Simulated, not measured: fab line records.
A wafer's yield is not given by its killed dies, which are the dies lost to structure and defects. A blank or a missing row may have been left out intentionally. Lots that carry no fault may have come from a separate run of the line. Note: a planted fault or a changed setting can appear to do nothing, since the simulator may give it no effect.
What tool caused it?	flow sky130	Sampling: 14 lots, 42 wafers, 4 of 708 route steps

## WHAT EACH GAUGE READ, for each wafer
SKY_VT_ADJUST_LVTN_OVL_MEAS_07.
lot	measured	on	VT_ADJUST_LVTN_OVL (nm)
L741	day 7 11:59	overlay-02	2.4 1.7 1.3
L739	day 7 17:08	overlay-02	-0.7 0.9 -0.4
L743	day 8 06:04	overlay-01	-0.7 2.3 1.7
L745	day 8 10:37	overlay-01	0.4 0.6 0.8
L744	day 8 12:25	overlay-01	0.2 0.9 0.4
L746	day 8 20:49	overlay-01	0.1 -0.3 0.9
L747	day 9 03:52	overlay-01	1.8 2.3 3.0
L750	day 9 22:37	overlay-01	0.2 -0.1 1.0
L752	day 10 09:58	overlay-02	-0.4 1.6 2.0
L754	day 10 23:20	overlay-01	0.9 0.0 0.2
L757	day 11 19:46	overlay-01	0.7 -0.6 0.7
L758	day 12 02:13	overlay-01	-0.1 -0.5 1.4
L761	day 13 04:19	overlay-01	2.3 2.0 1.7
L762	day 13 14:42	overlay-01	2.8 2.3 3.7

SKY_VT_ADJUST_HVTR_TW_MEAS_11.
lot	measured	on	VT_ADJUST_HVTR_TW
L741	day 10 05:17	filmMetro-04	212.4 211.8 211.8
L739	day 10 09:20	filmMetro-01	215.4 213.4 214.0
L743	day 10 23:47	filmMetro-04	210.8 211.0 210.6
L745	day 11 05:25	filmMetro-03	212.9 212.6 212.2
L744	day 11 06:19	filmMetro-04	209.9 209.2 210.6
L746	day 11 16:40	filmMetro-01	212.0 212.5 212.6
L747	day 12 01:04	filmMetro-03	211.7 211.2 210.1
L750	day 12 22:07	filmMetro-01	213.9 215.1 215.2
L752	day 13 14:58	filmMetro-03	212.8 213.0 213.8
L754	day 13 21:56	filmMetro-03	212.6 214.0 213.3
L757	day 14 19:34	filmMetro-04	211.0 211.7 210.5
L758	day 15 03:28	filmMetro-04	210.0 210.7 211.4
L761	day 16 08:13	filmMetro-04	210.5 212.1 210.4
L762	day 16 18:02	filmMetro-03	212.5 211.4 212.3

SKY_METAL2_RS_MEAS_05: uses a four-point probe to measure.
lot	measured	on	METAL2_ALCU_RS (ohm/sq)
L741	day 35 05:44	filmMetro-02	0.1261 0.1270 0.1277
L739	day 35 01:37	filmMetro-01	0.1270 0.1283 0.1276
L743	day 37 01:49	filmMetro-01	0.1260 0.1278 0.1272
L745	day 37 03:08	filmMetro-01	0.1281 0.1289 0.1287
L744	day 37 02:49	filmMetro-03	0.1274 0.1292 0.1259
L746	day 37 03:58	filmMetro-01	0.1248 0.1243 0.1252
L747	day 37 05:08	filmMetro-02	0.1264 0.1275 0.1271
L750	day 37 15:31	filmMetro-02	0.1275 0.1257 0.1262
L752	day 38 02:42	filmMetro-01	0.1269 0.1261 0.1267
L754	day 38 17:05	filmMetro-01	0.1290 0.1267 0.1249
L757	day 39 14:56	filmMetro-03	0.1272 0.1288 0.1288
L762	day 41 04:19	filmMetro-01	0.1288 0.1284 0.1271

## TOOL THAT RAN EACH LOT (tool first, then ch and the chambers of the sampled wafers, then the start)
lot	SKY_GATE_OXIDE_WET_ETCH_12
L741	wetBench-02 ch 0, day 14 17:18
L739	wetBench-03 ch 0, day 14 17:26
L743	wetBench-02 ch 3, day 16 19:45
L745	wetBench-02 ch 3, day 16 21:14
L744	wetBench-03 ch 3, day 16 21:48
L746	wetBench-03 ch 3, day 16 23:59
L747	wetBench-01 ch 1, day 17 00:17
L750	wetBench-02 ch 2, day 17 12:29
L752	wetBench-01 ch 2, day 18 06:03
L754	wetBench-03 ch 3, day 19 03:51
L757	wetBench-02 ch 0, day 20 00:18
L758	wetBench-01 ch 3, day 20 20:41
L761	wetBench-01 ch 2, day 21 19:32
L762	wetBench-03 ch 3, day 22 00:14
- SKY_GATE_OXIDE_WET_ETCH_12: etches SiO2 in dHF, target depth 16.8 nm, time 336 s.

## AS READ BY THE TOOLS THEMSELVES (means over the sampled wafers that have a number; for cases with no such wafer, the mark the record gives instead)
SKY_GATE_OXIDE_WET_ETCH_12.
lot	tool	runLengthS (s)
L741	wetBench-02	361
L739	wetBench-03	362
L743	wetBench-02	361
L745	wetBench-02	361
L744	wetBench-03	362
L746	wetBench-03	363
L747	wetBench-01	361
L750	wetBench-02	361
L752	wetBench-01	370
L754	wetBench-03	370
L757	wetBench-02	370
L758	wetBench-01	198
L761	wetBench-01	192
L762	wetBench-03	363

## THE ANSWER, worked out from the rows above alone
Rule: usual is defined by the lots themselves. The widest of any qualifying gaps counts: lots, ordered by their means at a reading, are off when they make up no more than a third of the lots, leave a main group of 4 or more, and stand apart from it by 3 or more times the standard deviation of that group's means. A main group is skipped when, at the precision printed for the reading in the tables above, its means are all equal. Also off: a lot with no number at a reading for which 4 or more lots have one. The other lots that the step has rows for count as sound. The gauges are gone through in route order, then the tools' own readings, and for those a lot's mean is taken as printed above. At the first step where some lot is off, the reading lying furthest off is the one used; lots without a number count as furthest.
Off, at SKY_GATE_OXIDE_WET_ETCH_12 on runLengthS: L758, L761. The main group has a mean of 364 s with a standard deviation of 3.7.
If a tool, at that step or one of the process steps before it, ran each lot that is off and ran no sound lot following the first of them, it fits. One candidate fits, namely wetBench-01 at SKY_GATE_OXIDE_WET_ETCH_12. Its last sound lot is L752 (day 18 06:03), its first lot that is off L758 (day 20 20:41): a fault that began between those two fits.
The tool's own readings at SKY_GATE_OXIDE_WET_ETCH_12 bear it out: on the lots that are off they differ by more than 5 times the standard deviation of the sound lots' means. runLengthS reads 195 s there against 364 s on the sound lots.

## WHAT THE SIMULATOR PUT IN
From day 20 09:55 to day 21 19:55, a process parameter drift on wetBench-01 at SKY_GATE_OXIDE_WET_ETCH_12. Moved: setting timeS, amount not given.
Lots struck among those shown: L758, L761. The same result came from the rule above.
